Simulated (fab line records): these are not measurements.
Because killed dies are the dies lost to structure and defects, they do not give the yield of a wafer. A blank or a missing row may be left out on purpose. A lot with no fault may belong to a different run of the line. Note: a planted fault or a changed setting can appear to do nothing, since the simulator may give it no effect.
A lot that was struck, set against a sound lot | flow sky130 | 15 out of 708 route steps
Sound: the wafers L429.2, L429.3, L429.6. Struck: wafer L440.4; the same lot's L440.2 was not struck, so it is left out; see the end for the cause.
Order at every step that has rows: each side's tool, ch and its chambers, its first start. Under that, the readings that differ: sound wafers | struck wafers | difference of the means | sigmas: that difference in standard deviations of wafers without a fault.
alike: readings with means less than 2 such deviations apart, plus words and numbers identical on both sides. not compared: withheld readings, readings lacking a value on some wafer, bounds such as >300 that could conceal the same value, and numbers that have no deviation in the record and whose values overlap.
A row with sigmas, a row that says differs or no value, or rows on one side alone: a step with any of these is where the two part. Numbers that don't overlap but have no deviation are shown without sigmas and don't part them. Lack of a reading on every wafer of one side parts them only where that side has two or more wafers.

first, 1 step without rows for these wafers: SKY_PWDE_IMPLANT_08.
SKY_PWDE_STRIP_09: strips in O2/N2.
  sound on plasma-asher-03 ch 0,1, day 5 17:50; struck on plasma-asher-03 ch 0, day 7 07:32
  reading                      | sound             | struck | difference | sigmas
  strip-time-to-endpoint-s (s) | 36.76 36.81 36.84 | 37.13  | +0.33      | +3
  alike: drypump-motor-current-A, oes-product-au
  not compared: rf-hours-counter-h
SKY_PWDE_TW_MEAS_10:
  sound on film-metro-03 at day 5 17:57; struck on film-metro-04 at day 7 07:38
  reading | sound       | struck | difference | sigmas
  PWDE_TW | 372 370 370 | 383    | +12        | +3
then, 7 steps without rows for these wafers: SKY_NWELL_DEHYDRATE_03 (time 60 s); SKY_NWELL_HMDS_04 (prime time 60 s); SKY_NWELL_COAT_05 (resist thk 3000 nm); SKY_NWELL_SOFTBAKE_06; SKY_NWELL_EXPOSE_07 (exposes mask NWM, target cd 840 nm); SKY_NWELL_PEB_08; SKY_NWELL_DEVELOP_09 (develop time 60 s).
SKY_NWELL_OVL_MEAS_10:
  sound on overlay-01 at day 6 13:03; struck on overlay-01 at day 8 04:03
  reading           | sound         | struck | difference | sigmas
  NWELL_00_OVL (nm) | -1.2 0.4 -0.1 | 2.2    | +2.5       | +2
following that, these wafers have no rows for 1 step: SKY_NWELL_IMPLANT_11.
SKY_NWELL_IMPLANT_12:
  sound on implanter-04 ch 0, day 6 13:16; struck on implanter-04 ch 0, day 8 04:16
  reading            | sound           | struck | difference | sigmas
  beam-on-s (s)      | 10.28 9.94 9.96 | 11.91  | +1.85      | +10
  faraday-current-uA | 7.13 7.37 7.37  | 6.18   | -1.11      | -8
following that, these wafers have no rows for 1 step: SKY_NWELL_IMPLANT_13.
-- the record jumps here: 42 days lie between the struck wafers' starts before and after (it left off in module NWELL and takes up again in module PAD_OPEN, whose first step shown is number 708 of the route) --
SKY_PAD_OPEN_PROBE_99:
  sound on prober-02 at day 47 22:28; struck on prober-01 at day 49 17:34
  reading                                   | sound                         | struck    | difference | sigmas
  killed-at-contacts                        | 39 36 21                      | 18        | -14        | -3
  killed-at-front-end                       | 19 20 24                      | 7         | -14        | -3
  killed-dies                               | 98 107 97                     | 77        | -24        | -3
  model.etest.nfet_16v.r-on-ohm-um          | 1.433e+04 1.407e+04 1.404e+04 | 1.357e+04 | -5.767e+02 |
  model.etest.pfet-g5v0d10v5.r-on-ohm-um    | 4753 4743 4664                | 4844      | +124       |
  model.etest.tip_p_5v.rs-ohm-sq            | 2836 2843 2822                | 2913      | +79        |
  model.etest.pfet-g5v0d10v5.drive-ua-um    | 339.9 344.8 346.6             | 333.8     | -10.0      |
  model.etest.pfet_01v8_lvt.drive-ua-um     | 172.8 174.3 175.1             | 167.4     | -6.7       |
  model.etest.pfet-g5v0d10v5.off-log10-a-um | -12.8 -12.71 -12.48           | -13.26    | -0.60      |
  model.etest.pfet_01v8_lvt.off-log10-a-um  | -8.831 -9.012 -8.776          | -9.567    | -0.694     |
  model.etest.pfet-g5v0d10v5.vt-sat-v (V)   | -0.6541 -0.648 -0.6281        | -0.725    | -0.082     |
  alike: killed_at_M0_to_M3, killed_at_M4_up, killed-at-other, killed-open, killed-short

## WHERE THEY PART
First at SKY_PWDE_STRIP_09; last, within this record, at SKY_PAD_OPEN_PROBE_99.

WHY: the cause the simulator had injected
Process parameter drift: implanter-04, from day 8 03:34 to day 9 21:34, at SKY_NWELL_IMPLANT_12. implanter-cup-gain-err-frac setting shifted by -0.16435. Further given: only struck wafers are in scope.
